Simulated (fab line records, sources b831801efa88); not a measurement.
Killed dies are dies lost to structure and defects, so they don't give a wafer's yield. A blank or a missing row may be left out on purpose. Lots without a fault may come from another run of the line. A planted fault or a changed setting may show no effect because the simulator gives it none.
Which tool did it? | flow gf180mcu | 12 lots, 36 wafers sampled, at 5 steps of a route of 602

WHAT THE GAUGES READ, wafer by wafer
GF_M2_OVL_MEAS_15.
lot  | measured     | on         | M2_OVL (nm)
L175 | day 19 02:30 | overlay-01 | 1 1 -1
L176 | day 19 19:35 | overlay-02 | 2 6 3
L177 | day 20 06:06 | overlay-02 | -6 -5 -6
L178 | day 20 14:55 | overlay-02 | -8 -2 -9
L179 | day 21 06:06 | overlay-01 | -4 1 3
L182 | day 21 23:15 | overlay-02 | 4 2 -1
L183 | day 22 11:19 | overlay-01 | 4 -4 1
L184 | day 22 14:46 | overlay-01 | -1 -6 -2
L185 | day 23 02:28 | overlay-01 | 1 7 2
L186 | day 23 06:00 | overlay-01 | -10 -9 -8
L188 | day 23 23:31 | overlay-01 | -11 -3 -7
L195 | day 26 08:06 | overlay-02 | 0 -1 -2

GF_V5_THK_MEAS_01.
lot  | measured     | on            | V5_CVD_00_THK (nm)
L175 | day 26 07:41 | film_metro-04 | 301 302 302
L176 | day 26 22:23 | film_metro-02 | 304 304 303
L177 | day 27 07:04 | film_metro-02 | 302 299 302
L178 | day 27 13:20 | film_metro-04 | 299 301 300
L179 | day 28 03:05 | film_metro-01 | 307 304 304
L182 | day 28 16:24 | film_metro-01 | 300 304 305
L183 | day 29 01:16 | film_metro-02 | 301 302 304
L184 | day 29 04:20 | film_metro-04 | 299 302 301
L185 | day 29 15:53 | film_metro-04 | 300 299 299
L186 | day 29 16:57 | film_metro-04 | 303 297 301
L188 | day 30 06:58 | film_metro-01 | 305 305 302
L195 | day 32 06:19 | film_metro-04 | 303 302 303

WHICH TOOL RAN EACH LOT (tool, then ch and the chambers of the sampled wafers, then the start)
lot  | GF_V4_CMP_04                  | GF_V4_ETCH_16                      | GF_V4_ETCH_17
L175 | cmp-01 ch 2,3, day 23 09:46   | rie_diel-01 ch 0,2,3, day 24 08:40 | rie_diel-01 ch 0,2,3, day 26 07:41 or earlier
L176 | cmp-01 ch 0,3, day 24 01:43   | rie_diel-04 ch 0,2, day 25 00:07   | rie_diel-04 ch 0,2, day 26 22:23 or earlier
L177 | cmp-01 ch 0,1,2, day 24 11:45 | rie_diel-01 ch 0,2,3, day 25 10:17 | rie_diel-01 ch 0,2,3, day 27 07:04 or earlier
L178 | cmp-02 ch 0,2,3, day 24 18:19 | rie_diel-01 ch 0,1, day 25 17:20   | rie_diel-01 ch 0,1, day 27 13:20 or earlier
L179 | cmp-01 ch 0,2,3, day 25 08:46 | rie_diel-04 ch 0,1, day 26 06:53   | rie_diel-04 ch 0,1, day 28 03:05 or earlier
L182 | cmp-02 ch 0,1,2, day 26 00:26 | rie_diel-03 ch 2,3, day 26 22:04   | rie_diel-03 ch 2,3, day 28 16:24 or earlier
L183 | cmp-01 ch 0,2,3, day 26 10:49 | rie_diel-01 ch 0,3, day 27 07:34   | rie_diel-01 ch 0,3, day 29 01:16 or earlier
L184 | cmp-01 ch 0,1,3, day 26 13:16 | rie_diel-01 ch 0,1,3, day 27 10:25 | rie_diel-01 ch 0,1,3, day 29 04:20 or earlier
L185 | cmp-01 ch 1,2, day 27 01:25   | rie_diel-01 ch 0,1,3, day 27 22:01 | rie_diel-01 ch 0,1,3, day 29 15:53 or earlier
L186 | cmp-02 ch 1,2,3, day 27 04:34 | rie_diel-04 ch 1,2,3, day 28 00:35 | rie_diel-04 ch 1,2,3, day 29 16:57 or earlier
L188 | cmp-02 ch 0,3, day 27 19:12   | rie_diel-01 ch 1,3, day 28 14:19   | rie_diel-01 ch 1,3, day 30 06:58 or earlier
L195 | cmp-02 ch 0,1,3, day 29 22:08 | rie_diel-03 ch 0,2,3, day 30 16:49 | rie_diel-03 ch 0,2,3, day 32 06:19 or earlier
- GF_V4_CMP_04: polishes SiO2.
- GF_V4_ETCH_16: etches BARC in N2/H2.
- GF_V4_ETCH_17: etches SiO2 in C4F8/O2/Ar, stops on TiN, target depth 630 nm.

WHAT THE TOOLS THEMSELVES READ (means of the sampled wafers that have a number; where no wafer has one, the mark that the record gives instead)
GF_V4_CMP_04.
lot  | tool   | motor_current_A (A) | time_to_endpoint_s (s)
L175 | cmp-01 | 11.0                | 83
L176 | cmp-01 | 11.9                | 85
L177 | cmp-01 | 12.7                | 85
L178 | cmp-02 | 12.5                | 82
L179 | cmp-01 | 11.4                | 84
L182 | cmp-02 | 11.7                | 79
L183 | cmp-01 | 11.2                | 77
L184 | cmp-01 | 12.5                | 80
L185 | cmp-01 | 12.3                | 81
L186 | cmp-02 | 12.0                | 88
L188 | cmp-02 | 11.7                | 80
L195 | cmp-02 | 11.0                | 73

GF_V4_ETCH_16.
lot  | tool        | chamber_pressure_mTorr (mTorr) | drypump_motor_current_A (A) | oes_product_au (a.u.) | throttle_valve_pct (%)
L175 | rie_diel-01 | 30.01                          | 6.0                         | 0.846                 | 13.228
L176 | rie_diel-04 | 30.00                          | 5.9                         | 0.853                 | 13.225
L177 | rie_diel-01 | 29.99                          | 6.0                         | 0.854                 | 13.227
L178 | rie_diel-01 | 29.99                          | 6.2                         | 0.853                 | 13.220
L179 | rie_diel-04 | 30.00                          | 5.6                         | 0.856                 | 13.221
L182 | rie_diel-03 | 30.01                          | 5.9                         | 0.850                 | 13.222
L183 | rie_diel-01 | 30.01                          | 6.2                         | 0.857                 | 13.218
L184 | rie_diel-01 | 30.03                          | 6.0                         | 0.854                 | 13.223
L185 | rie_diel-01 | 30.00                          | 6.1                         | 0.857                 | 13.221
L186 | rie_diel-04 | 29.98                          | 5.8                         | 0.850                 | 13.225
L188 | rie_diel-01 | 29.99                          | 5.7                         | 0.854                 | 13.226
L195 | rie_diel-03 | 29.99                          | 5.7                         | 0.856                 | 13.221

GF_V4_ETCH_17.
lot  | tool        | chamber_pressure_mTorr (mTorr) | oes_product_au (a.u.)
L175 | rie_diel-01 | 40.02                          | 0.854
L176 | rie_diel-04 | 40.03                          | 0.855
L177 | rie_diel-01 | 40.00                          | 0.855
L178 | rie_diel-01 | 40.00                          | 0.852
L179 | rie_diel-04 | 40.01                          | 0.858
L182 | rie_diel-03 | 39.99                          | 0.856
L183 | rie_diel-01 | 40.04                          | 0.855
L184 | rie_diel-01 | 40.01                          | 0.850
L185 | rie_diel-01 | 39.97                          | 0.851
L186 | rie_diel-04 | 40.00                          | 0.856
L188 | rie_diel-01 | 39.98                          | 0.855
L195 | rie_diel-03 | 40.02                          | 0.873

THE ANSWER, worked out from the rows above alone
Rule: what is usual is taken from the lots themselves. Put in order of their means at a reading, lots are off if they are a third of the lots or fewer, leave a main group of 4 or more, and stand apart from it by a gap of 3 or more times the standard deviation of the main group's means; of several such gaps the widest counts. A main group whose means are all the same, to the digits that the tables above print for the reading, isn't used. A lot without any number at a reading at which 4 lots or more have one is off too. The other lots that the step has rows for count as sound. The gauges are gone through in route order, then the tools' own readings, and for those a lot's mean is taken as printed above. The first step at which some lot is off is used, and at that step the reading that is off furthest; a lot without a number counts as furthest.
Off: L195, at GF_V4_ETCH_17 (oes_product_au). The main group: mean 0.854 a.u., standard deviation 0.0023.
A tool fits if, at that step or a process step before it, it ran every lot that is off, and no sound lot after the first of them. GF_V4_ETCH_17 gives no start for some lots, so the hours and the order of its lots are those of GF_V5_THK_MEAS_01. Can't be told from this: 2 tools fit, cmp-02 at GF_V4_CMP_04, rie_diel-03 at GF_V4_ETCH_16 and GF_V4_ETCH_17.

WHAT THE SIMULATOR HAD PUT IN
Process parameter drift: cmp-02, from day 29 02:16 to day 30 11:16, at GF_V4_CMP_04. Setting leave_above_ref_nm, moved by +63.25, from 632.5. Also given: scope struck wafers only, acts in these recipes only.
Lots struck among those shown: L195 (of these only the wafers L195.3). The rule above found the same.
